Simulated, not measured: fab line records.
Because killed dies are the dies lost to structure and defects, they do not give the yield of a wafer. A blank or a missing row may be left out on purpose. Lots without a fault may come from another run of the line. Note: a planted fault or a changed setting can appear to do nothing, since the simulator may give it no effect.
Which tool is to blame? -- flow sfq-line -- 14 lots, 42 wafers sampled, at 3 steps of a route of 325

## WHAT THE GAUGES SHOWED, per wafer
SFQ_L0_RS_MEAS_901: a four-point-probe measurement.
lot,measured,on,L0_MONX_KI_RS (ohm/sq)
L426,day 1 22:34,film-metro-04,43.3 42.9 42.7
L427,day 2 03:36,film-metro-04,42.3 42.8 42.6
L428,day 2 08:37,film-metro-04,43.7 43.3 43.5
L430,day 2 18:36,film-metro-03,44.3 43.1 43.7
L433,day 3 09:34,film-metro-01,44.1 43.7 43.6
L434,day 3 14:35,film-metro-03,43.3 43.6 43.2
L436,day 4 00:36,film-metro-03,42.9 43.1 43.2
L437,day 4 05:35,film-metro-03,42.7 42.9 42.6
L440,day 4 20:34,film-metro-04,43.1 42.8 43.0
L442,day 5 06:35,film-metro-04,41.3 41.3 41.0
L444,day 5 16:34,film-metro-03,41.6 41.1 41.8
L445,day 5 21:35,film-metro-01,42.6 42.7 42.7
L446,day 6 02:34,film-metro-04,42.8 42.8 43.2
L447,day 6 07:34,film-metro-04,43.0 43.6 44.0

SFQ_L0_THK_MEAS_902: measures by xrf.
lot,measured,on,L0_MONX_KI_THK (nm)
L426,day 1 22:41,film-metro-04,40.3 40.4 40.5
L427,day 2 03:42,film-metro-04,40.7 40.3 40.5
L428,day 2 08:43,film-metro-04,39.5 39.8 39.6
L430,day 2 18:42,film-metro-03,39.0 40.3 39.7
L433,day 3 09:41,film-metro-01,39.4 39.7 39.8
L434,day 3 14:41,film-metro-03,40.1 39.6 40.0
L436,day 4 00:42,film-metro-03,40.3 40.0 40.0
L437,day 4 05:41,film-metro-03,40.7 40.6 40.7
L440,day 4 20:41,film-metro-04,40.2 40.5 40.3
L442,day 5 06:41,film-metro-04,42.1 42.2 42.6
L444,day 5 16:41,film-metro-03,41.7 41.9 41.3
L445,day 5 21:41,film-metro-01,40.9 41.1 41.0
L446,day 6 02:41,film-metro-04,40.3 40.5 40.1
L447,day 6 07:41,film-metro-04,40.3 39.7 39.4

## EACH LOT AND THE TOOL THAT RAN IT (in order: tool; ch and the chambers of the sampled wafers; start)
lot,SFQ_TRILAYER_L0_DEP_SPUTTER_003
L426,"pvd-sputter-05, day 1 22:29"
L427,"pvd-sputter-03, day 2 03:29"
L428,"pvd-sputter-06, day 2 08:29"
L430,"pvd-sputter-06, day 2 18:29"
L433,"pvd-sputter-03, day 3 09:29"
L434,"pvd-sputter-03, day 3 14:29"
L436,"pvd-sputter-03, day 4 00:29"
L437,"pvd-sputter-05, day 4 05:29"
L440,"pvd-sputter-03, day 4 20:29"
L442,"pvd-sputter-03, day 5 06:29"
L444,"pvd-sputter-03, day 5 16:29"
L445,"pvd-sputter-05, day 5 21:29"
L446,"pvd-sputter-05, day 6 02:29"
L447,"pvd-sputter-06, day 6 07:29"
- SFQ_TRILAYER_L0_DEP_SPUTTER_003: material MoNx KI, target thk 40 nm, time 100 s.

## AS READ BY THE TOOLS THEMSELVES (means over the sampled wafers that have a number; for cases with no such wafer, the mark the record gives instead)
SFQ_TRILAYER_L0_DEP_SPUTTER_003.
lot,tool,cathode-dc-power-W (W),throttle-valve-pct (%)
L426,pvd-sputter-05,799.98,30.1
L427,pvd-sputter-03,800.05,30.9
L428,pvd-sputter-06,800.08,28.6
L430,pvd-sputter-06,800.02,28.4
L433,pvd-sputter-03,799.96,29.5
L434,pvd-sputter-03,799.98,30.9
L436,pvd-sputter-03,800.08,30.0
L437,pvd-sputter-05,800.08,30.2
L440,pvd-sputter-03,800.02,30.2
L442,pvd-sputter-03,845.45,30.8
L444,pvd-sputter-03,845.63,30.4
L445,pvd-sputter-05,799.93,30.5
L446,pvd-sputter-05,800.04,29.8
L447,pvd-sputter-06,800.04,29.0

## THE ANSWER, worked out from the rows above alone
Rule: the lots themselves supply what counts as usual. Put in order of their means at a reading, lots are off if they are a third of the lots or fewer, leave a main group of 4 or more, and stand apart from it by a gap of 3 or more times the standard deviation of the main group's means; of several such gaps the widest counts. A main group whose means are all the same, to the digits that the tables above print for the reading, isn't used. A lot without any number at a reading at which 4 lots or more have one is off too. Any other lot the step has rows for is counted as sound. Order of review: gauges by route order, followed by the tools' own readings, for which a lot's mean as printed above is used. At the first step where some lot is off, the reading lying furthest off is the one used; lots without a number count as furthest.
Off: L442, L444 (SFQ_TRILAYER_L0_DEP_SPUTTER_003, cathode-dc-power-W). Mean 800.02 W and standard deviation 0.048 in the main group.
If a tool, at that step or one of the process steps before it, ran each lot that is off and ran no sound lot following the first of them, it fits. One fits: pvd-sputter-03 at SFQ_TRILAYER_L0_DEP_SPUTTER_003. Its last sound lot is L440 (day 4 20:29), its first lot that is off L442 (day 5 06:29): a fault that began between those two fits.
On the lots that are off, the tool's own readings at SFQ_TRILAYER_L0_DEP_SPUTTER_003 differ by more than 5 times the standard deviation of the sound lots' means, which bears it out; cathode-dc-power-W reads 845.54 W there versus 800.02 W on the sound lots.

## WHAT WAS PUT IN BY THE SIMULATOR
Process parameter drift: pvd-sputter-03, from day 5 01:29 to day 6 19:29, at SFQ_TRILAYER_L0_DEP_SPUTTER_003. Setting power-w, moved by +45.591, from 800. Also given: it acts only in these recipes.
Lots struck among those shown: L442, L444. This agrees with what the rule above found.
